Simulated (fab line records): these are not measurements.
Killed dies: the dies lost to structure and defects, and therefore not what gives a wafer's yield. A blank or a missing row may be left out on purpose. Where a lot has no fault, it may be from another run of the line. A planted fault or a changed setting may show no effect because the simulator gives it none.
Comparing a struck lot with a sound one -- flow sky130 -- 14 out of 708 route steps
Sound: wafers L976.2, L976.4, L976.6. Struck: wafers L982.1, L982.2, L982.3. At the end, the cause is stated.
Order at every step that has rows: each side's tool, ch and its chambers, its first start. Under that, the readings that differ: sound wafers -- struck wafers -- difference of the means -- sigmas: that difference in standard deviations of wafers without a fault.
alike: readings whose means differ by less than 2 such deviations, and words and numbers that are the same on both sides. not compared: withheld readings, readings that some wafer has no value for, bounds like >300 that may hide the same value, and numbers for which the record gives no deviation and whose values overlap.
A row with sigmas, a row that says differs or no value, or rows on one side alone: a step with any of these is where the two part. Numbers that have no deviation but don't overlap get no sigmas and don't part them. Lack of a reading on every wafer of one side parts them only where that side has two or more wafers.

SKY_METAL2_SPUTTER_02: material AlCu, target thk 250 nm, time 13.3 s.
  struck on pvd-sputter-04, day 38 17:02; sound on pvd-sputter-04, day 36 14:31
  alike: throttle-valve-pct
SKY_METAL2_SPUTTER_03: material Ti, target thk 5 nm, time 3.3 s.
  struck on pvd-sputter-04, day 38 17:04; sound on pvd-sputter-04, day 36 14:32
  alike: throttle-valve-pct
SKY_METAL2_SPUTTER_04: material TiN, target thk 70 nm, time 58.3 s.
  struck on pvd-sputter-04, day 38 17:05; sound on pvd-sputter-04, day 36 14:34
  alike: throttle-valve-pct
SKY_METAL2_RS_MEAS_05: the measuring method here is four-point-probe.
  struck on film-metro-04, day 38 17:08; sound on film-metro-03, day 36 14:38
  alike: METAL2_ALCU_RS
SKY_METAL2_THK_MEAS_06: measures by xrf.
  struck on film-metro-04, day 38 17:15; sound on film-metro-03, day 36 14:44
  alike: METAL2_ALCU_THK
then, 7 steps without rows for these wafers: SKY_METAL2_DEHYDRATE_07 (time 60 s); SKY_METAL2_HMDS_08 (prime time 60 s); SKY_METAL2_COAT_09 (resist thk 60 nm); SKY_METAL2_COAT_10 (resist thk 450 nm); SKY_METAL2_SOFTBAKE_11 (time 90 s); SKY_METAL2_EXPOSE_12 (exposes mask MM2, target cd 140 nm); SKY_METAL2_PEB_13.
SKY_METAL2_DEVELOP_14: develop time 60 s.
  sound on litho-track-04 ch 0, day 37 16:00; struck on litho-track-03, day 39 16:00
  no value came back on the struck wafers for chill-plate-temp-C (C), develop-time-s (s), developer-temp-C (C); on the sound wafers chill-plate-temp-C (C) reads 23.02 23.07 23.03
reading,sound,struck,difference,sigmas
model.KrF-thick_of_METAL2_COAT_10.thk-nm (nm),437 435.5 435.1,449.3 449.5 450.5,+13.9,
SKY_METAL2_CD_MEAS_15: the cd target is 140 nm.
  struck on cd-sem-02, day 39 16:22; sound on cd-sem-02, day 37 17:07
reading,sound,struck,difference,sigmas
cd-nm (nm),137.5 137.2 137.5,- - -,no value on the struck wafers,

== WHERE THEY PART ==
First at SKY_METAL2_DEVELOP_14; last, within this record, at SKY_METAL2_CD_MEAS_15.

WHY: what had been put in by the simulator
At SKY_METAL2_DEVELOP_14, the step was skipped entirely on litho-track-03 from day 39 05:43 on. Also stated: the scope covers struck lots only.
